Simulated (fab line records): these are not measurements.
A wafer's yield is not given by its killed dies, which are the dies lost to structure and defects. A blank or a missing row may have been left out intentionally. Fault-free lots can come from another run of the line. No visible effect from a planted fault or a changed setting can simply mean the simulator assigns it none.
Which tool did it? || flow gf180mcu || Sampling: 13 lots, 39 wafers, 4 of 602 route steps

WHAT THE GAUGES SHOWED, per wafer
GF_V5_CD_MEAS_14: the cd target is 260 nm. Usual: cd-nm at 259.7 nm, with a standard deviation of 1.2.
{"lot": "L414", "measured": "day 27 05:35", "on": "cd-sem-01", "cd-nm (nm)": "261.0 261.7 259.6", "flag": ""}
{"lot": "L415", "measured": "day 27 14:57", "on": "cd-sem-01", "cd-nm (nm)": "258.5 260.0 258.5", "flag": ""}
{"lot": "L416", "measured": "day 28 00:42", "on": "cd-sem-02", "cd-nm (nm)": "258.4 258.6 258.1", "flag": ""}
{"lot": "L417", "measured": "day 28 01:48", "on": "cd-sem-02", "cd-nm (nm)": "260.2 259.7 259.9", "flag": ""}
{"lot": "L418", "measured": "day 28 13:34", "on": "cd-sem-02", "cd-nm (nm)": "261.6 260.2 260.4", "flag": ""}
{"lot": "L419", "measured": "day 28 23:09", "on": "cd-sem-01", "cd-nm (nm)": "259.7 259.0 258.8", "flag": ""}
{"lot": "L420", "measured": "day 29 04:25", "on": "cd-sem-02", "cd-nm (nm)": "259.2 259.0 259.5", "flag": ""}
{"lot": "L421", "measured": "day 29 06:12", "on": "cd-sem-02", "cd-nm (nm)": "260.2 261.0 258.4", "flag": ""}
{"lot": "L422", "measured": "day 29 21:54", "on": "cd-sem-02", "cd-nm (nm)": "261.4 261.6 260.6", "flag": ""}
{"lot": "L424", "measured": "day 30 08:06", "on": "cd-sem-02", "cd-nm (nm)": "258.7 259.0 258.4", "flag": ""}
{"lot": "L431", "measured": "day 32 09:32", "on": "cd-sem-01", "cd-nm (nm)": "261.6 260.6 260.6", "flag": ""}
{"lot": "L435", "measured": "day 33 01:12", "on": "cd-sem-01", "cd-nm (nm)": "257.1 256.7 258.0", "flag": ""}
{"lot": "L437", "measured": "day 33 09:52", "on": "cd-sem-01", "cd-nm (nm)": "261.7 261.3 260.8", "flag": ""}

GF_V5_OVL_MEAS_15. Usual: V5_OVL typically reads 2 nm, with standard deviation 5.4.
{"lot": "L414", "measured": "day 27 05:41", "on": "overlay-02", "V5_OVL (nm)": "4 0 10", "flag": ""}
{"lot": "L415", "measured": "day 27 15:04", "on": "overlay-02", "V5_OVL (nm)": "1 2 5", "flag": ""}
{"lot": "L416", "measured": "day 28 00:49", "on": "overlay-02", "V5_OVL (nm)": "0 -2 1", "flag": ""}
{"lot": "L417", "measured": "day 28 01:55", "on": "overlay-01", "V5_OVL (nm)": "0 -7 1", "flag": ""}
{"lot": "L418", "measured": "day 28 13:41", "on": "overlay-01", "V5_OVL (nm)": "15 15 14", "flag": ""}
{"lot": "L419", "measured": "day 28 23:16", "on": "overlay-01", "V5_OVL (nm)": "4 -2 8", "flag": ""}
{"lot": "L420", "measured": "day 29 04:32", "on": "overlay-02", "V5_OVL (nm)": "-1 2 -3", "flag": ""}
{"lot": "L421", "measured": "day 29 06:19", "on": "overlay-02", "V5_OVL (nm)": "-5 -3 -5", "flag": ""}
{"lot": "L422", "measured": "day 29 22:01", "on": "overlay-02", "V5_OVL (nm)": "-9 -11 -11", "flag": ""}
{"lot": "L424", "measured": "day 30 08:13", "on": "overlay-01", "V5_OVL (nm)": "2 2 1", "flag": ""}
{"lot": "L431", "measured": "day 32 09:39", "on": "overlay-02", "V5_OVL (nm)": "4 4 5", "flag": ""}
{"lot": "L435", "measured": "day 33 01:19", "on": "overlay-01", "V5_OVL (nm)": "10 8 10", "flag": ""}
{"lot": "L437", "measured": "day 33 09:58", "on": "overlay-01", "V5_OVL (nm)": "2 4 5", "flag": ""}

GF_TOP_METAL_OVL_MEAS_15. Usual: TOP_METAL_OVL typically reads -0.3 nm, with standard deviation 1.4.
{"lot": "L414", "measured": "day 28 03:38", "on": "overlay-01", "TOP_METAL_OVL (nm)": "-0.4 -0.5 -0.3", "flag": ""}
{"lot": "L415", "measured": "day 28 11:59", "on": "overlay-02", "TOP_METAL_OVL (nm)": "2.3 1.2 0.8", "flag": ""}
{"lot": "L416", "measured": "day 28 22:10", "on": "overlay-01", "TOP_METAL_OVL (nm)": "-1.2 -1.8 -1.3", "flag": ""}
{"lot": "L417", "measured": "day 28 23:59", "on": "overlay-02", "TOP_METAL_OVL (nm)": "-0.1 0.7 0.8", "flag": ""}
{"lot": "L418", "measured": "day 29 10:38", "on": "overlay-02", "TOP_METAL_OVL (nm)": "0.7 0.9 0.6", "flag": ""}
{"lot": "L419", "measured": "day 29 20:10", "on": "overlay-02", "TOP_METAL_OVL (nm)": "-2.1 -2.8 -1.7", "flag": ""}
{"lot": "L420", "measured": "day 30 00:50", "on": "overlay-01", "TOP_METAL_OVL (nm)": "0.5 -0.7 -0.1", "flag": ""}
{"lot": "L421", "measured": "day 30 02:57", "on": "overlay-02", "TOP_METAL_OVL (nm)": "-1.7 -2.8 -1.1", "flag": ""}
{"lot": "L422", "measured": "day 30 17:29", "on": "overlay-02", "TOP_METAL_OVL (nm)": "-2.2 -1.2 -0.7", "flag": ""}
{"lot": "L424", "measured": "day 31 03:19", "on": "overlay-01", "TOP_METAL_OVL (nm)": "-0.9 -1.3 0.5", "flag": ""}
{"lot": "L431", "measured": "day 33 03:29", "on": "overlay-01", "TOP_METAL_OVL (nm)": "-2.7 -2.3 -1.7", "flag": ""}
{"lot": "L435", "measured": "day 33 18:55", "on": "overlay-02", "TOP_METAL_OVL (nm)": "0.0 -1.1 -0.9", "flag": ""}
{"lot": "L437", "measured": "day 34 02:44", "on": "overlay-01", "TOP_METAL_OVL (nm)": "2.2 2.2 2.9", "flag": ""}

TOOL THAT RAN EACH LOT (tool first, then ch and the chambers of the sampled wafers, then the start)
{"lot": "L414", "GF_TOP_METAL_SPUTTER_04": "pvd-sputter-03, day 27 07:17"}
{"lot": "L415", "GF_TOP_METAL_SPUTTER_04": "pvd-sputter-02, day 27 16:41"}
{"lot": "L416", "GF_TOP_METAL_SPUTTER_04": "pvd-sputter-02, day 28 03:25"}
{"lot": "L417", "GF_TOP_METAL_SPUTTER_04": "pvd-sputter-01, day 28 04:37"}
{"lot": "L418", "GF_TOP_METAL_SPUTTER_04": "pvd-sputter-01, day 28 15:19"}
{"lot": "L419", "GF_TOP_METAL_SPUTTER_04": "pvd-sputter-02, day 29 00:53"}
{"lot": "L420", "GF_TOP_METAL_SPUTTER_04": "pvd-sputter-02, day 29 06:08"}
{"lot": "L421", "GF_TOP_METAL_SPUTTER_04": "pvd-sputter-02, day 29 07:56"}
{"lot": "L422", "GF_TOP_METAL_SPUTTER_04": "pvd-sputter-02, day 29 23:38"}
{"lot": "L424", "GF_TOP_METAL_SPUTTER_04": "pvd-sputter-01, day 30 09:50"}
{"lot": "L431", "GF_TOP_METAL_SPUTTER_04": "pvd-sputter-02, day 32 11:15"}
{"lot": "L435", "GF_TOP_METAL_SPUTTER_04": "pvd-sputter-03, day 33 03:28"}
{"lot": "L437", "GF_TOP_METAL_SPUTTER_04": "pvd-sputter-03, day 33 11:34"}
- GF_TOP_METAL_SPUTTER_04: material TiN, target thk 25 nm, time 20.8 s.

WHAT THE TOOLS THEMSELVES READ (means of the sampled wafers that have a number; where no wafer has one, the mark that the record gives instead)
GF_TOP_METAL_SPUTTER_04. Usual: cathode-dc-power-W 6500.0 W, standard deviation 1.1; throttle-valve-pct 30.1 %, standard deviation 1.
{"lot": "L414", "tool": "pvd-sputter-03", "cathode-dc-power-W (W)": 6499.9, "throttle-valve-pct (%)": 30.1, "flag": ""}
{"lot": "L415", "tool": "pvd-sputter-02", "cathode-dc-power-W (W)": 6501.1, "throttle-valve-pct (%)": 30.5, "flag": ""}
{"lot": "L416", "tool": "pvd-sputter-02", "cathode-dc-power-W (W)": 6500.5, "throttle-valve-pct (%)": 31.4, "flag": ""}
{"lot": "L417", "tool": "pvd-sputter-01", "cathode-dc-power-W (W)": 6499.3, "throttle-valve-pct (%)": 29.9, "flag": ""}
{"lot": "L418", "tool": "pvd-sputter-01", "cathode-dc-power-W (W)": 6499.6, "throttle-valve-pct (%)": 29.8, "flag": ""}
{"lot": "L419", "tool": "pvd-sputter-02", "cathode-dc-power-W (W)": 6499.7, "throttle-valve-pct (%)": 29.8, "flag": ""}
{"lot": "L420", "tool": "pvd-sputter-02", "cathode-dc-power-W (W)": 6499.9, "throttle-valve-pct (%)": 30.7, "flag": ""}
{"lot": "L421", "tool": "pvd-sputter-02", "cathode-dc-power-W (W)": 6500.1, "throttle-valve-pct (%)": 29.3, "flag": ""}
{"lot": "L422", "tool": "pvd-sputter-02", "cathode-dc-power-W (W)": 6498.9, "throttle-valve-pct (%)": 30.7, "flag": ""}
{"lot": "L424", "tool": "pvd-sputter-01", "cathode-dc-power-W (W)": 6499.2, "throttle-valve-pct (%)": 29.2, "flag": ""}
{"lot": "L431", "tool": "pvd-sputter-02", "cathode-dc-power-W (W)": 5554.8, "throttle-valve-pct (%)": 30.4, "flag": "OFF"}
{"lot": "L435", "tool": "pvd-sputter-03", "cathode-dc-power-W (W)": 6500.7, "throttle-valve-pct (%)": 29.6, "flag": ""}
{"lot": "L437", "tool": "pvd-sputter-03", "cathode-dc-power-W (W)": 6500.2, "throttle-valve-pct (%)": 29.7, "flag": ""}

THE ANSWER, worked out from the rows above alone
Rule: a lot is off if the mean of its wafers that have a number lies more than 3 standard deviations from the usual mean. Also off: a lot with no number at a reading for which 4 or more lots have one. Any other lot the step has rows for is counted as sound. Order of review: gauges by route order, followed by the tools' own readings, for which a lot's mean as printed above is used. The first step at which some lot is off is used, and at that step the reading that is off furthest; a lot without a number counts as furthest.
Off: L431, at GF_TOP_METAL_SPUTTER_04 (cathode-dc-power-W).
A tool fits if, at that step or a process step before it, it ran every lot that is off, and no sound lot after the first of them. One candidate fits, namely pvd-sputter-02 at GF_TOP_METAL_SPUTTER_04. A fault onset in the window from L422 (day 29 23:38, its last sound lot) to L431 (day 32 11:15, its first lot off) fits.
On the lots that are off, the tool's own readings at GF_TOP_METAL_SPUTTER_04 differ by more than 5 times the standard deviation of the sound lots' means, which bears it out; cathode-dc-power-W reads 5554.8 W there versus 6499.9 W on the sound lots.

WHAT THE SIMULATOR HAD PUT IN
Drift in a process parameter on pvd-sputter-02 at GF_TOP_METAL_SPUTTER_04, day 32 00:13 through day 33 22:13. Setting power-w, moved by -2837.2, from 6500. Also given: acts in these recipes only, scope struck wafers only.
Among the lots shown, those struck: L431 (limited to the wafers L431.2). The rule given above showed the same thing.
